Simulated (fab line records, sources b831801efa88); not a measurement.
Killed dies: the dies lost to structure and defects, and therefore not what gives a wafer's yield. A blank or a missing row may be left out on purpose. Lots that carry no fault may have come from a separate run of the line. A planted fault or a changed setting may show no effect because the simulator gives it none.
A single fault, viewed from 2 desks -- flow sfq line -- each desk has only its own numbers; what lay behind them comes last

## TOOL OWNER'S DESK, rie metal-04
The tool's own readings at SFQ_TRILAYER_I7_VIA_STRIP_STRIP_191 (strips in O2): means of the sampled wafers that have a number, for each lot that ran on this tool. Marked OUT: a lot whose mean sits more than 4 standard deviations from the usual mean, which makes it out of limits; the brackets give that distance.
Columns: A = chamber pressure mTorr at SFQ_TRILAYER_I7_VIA_STRIP_STRIP_191, usual 50.00 mTorr; B = drypump motor current A at SFQ_TRILAYER_I7_VIA_STRIP_STRIP_191, usual 5.6 A; C = oes product au at SFQ_TRILAYER_I7_VIA_STRIP_STRIP_191, usual 0.999 a.u.
lot,first seen here,A,B,C
L996,day 86 14:35,49.99,5.8,1.002
L999,day 87 06:11,50.02,6.0,0.997
L102,day 87 23:18,50.05,6.2,0.996
L110,day 90 18:13,59.98 (+99 or more) OUT,5.5,1.002
L111,day 90 21:37,56.62 (+99 or more) OUT,5.8,1.006
L119,day 94 20:02,50.04,5.5,0.990
This desk finds L110, L111 out of limits, L110 being first, at day 90 18:13 (chamber pressure mTorr at SFQ_TRILAYER_I7_VIA_STRIP_STRIP_191). L996, L999, L102, L119: within limits.

## AT THE METROLOGY DESK
What the gauges read for every lot (on any tool): the sampled wafers with a number, averaged. Marked OUT: a lot whose mean sits more than 4 standard deviations from the usual mean, which makes it out of limits; the brackets give that distance.
Columns: A = M8_AU_RS at SFQ_M8_RS_MEAS_949, usual 0.1534 ohm/sq
lot,first seen here,A
L996,day 86 23:49,0.1525
L997,day 87 07:01,0.1530
L999,day 91 01:52,0.1568
L100,day 91 09:02,0.1521
L102,day 92 01:00,0.1536
L103,day 92 13:02,0.1536
L104,day 92 15:26,0.1534
L110,day 94 18:16,0.1517
L111,day 94 23:02,0.1524
L113,day 95 09:52,0.1537
L114,day 95 15:49,0.1543
L116,day 96 23:11,0.1530
L118,day 97 22:25,0.1532
L119,day 98 02:01,0.1541
Result from this desk: across the 14 lots, nothing is out of limits.

## ALL TOGETHER
The tool owner's desk could have raised an alarm at day 90 18:13, on L110, L111.
At the metrology desk, nothing out of limits was observed.
The metrology desk has L110, L111 on record, within its limits.
The lots listed all ran SFQ_TRILAYER_I7_VIA_STRIP_STRIP_191 on rie metal-04.

## WHAT THE SIMULATOR HAD PUT IN
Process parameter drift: rie metal-04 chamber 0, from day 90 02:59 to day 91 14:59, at SFQ_TRILAYER_I7_VIA_STRIP_STRIP_191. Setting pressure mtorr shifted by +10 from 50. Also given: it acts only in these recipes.
Shown lots that were struck: L110, L111.
Delay in hours, fault start to first out-of-limits reading, by desk: the tool owner's desk at 15.
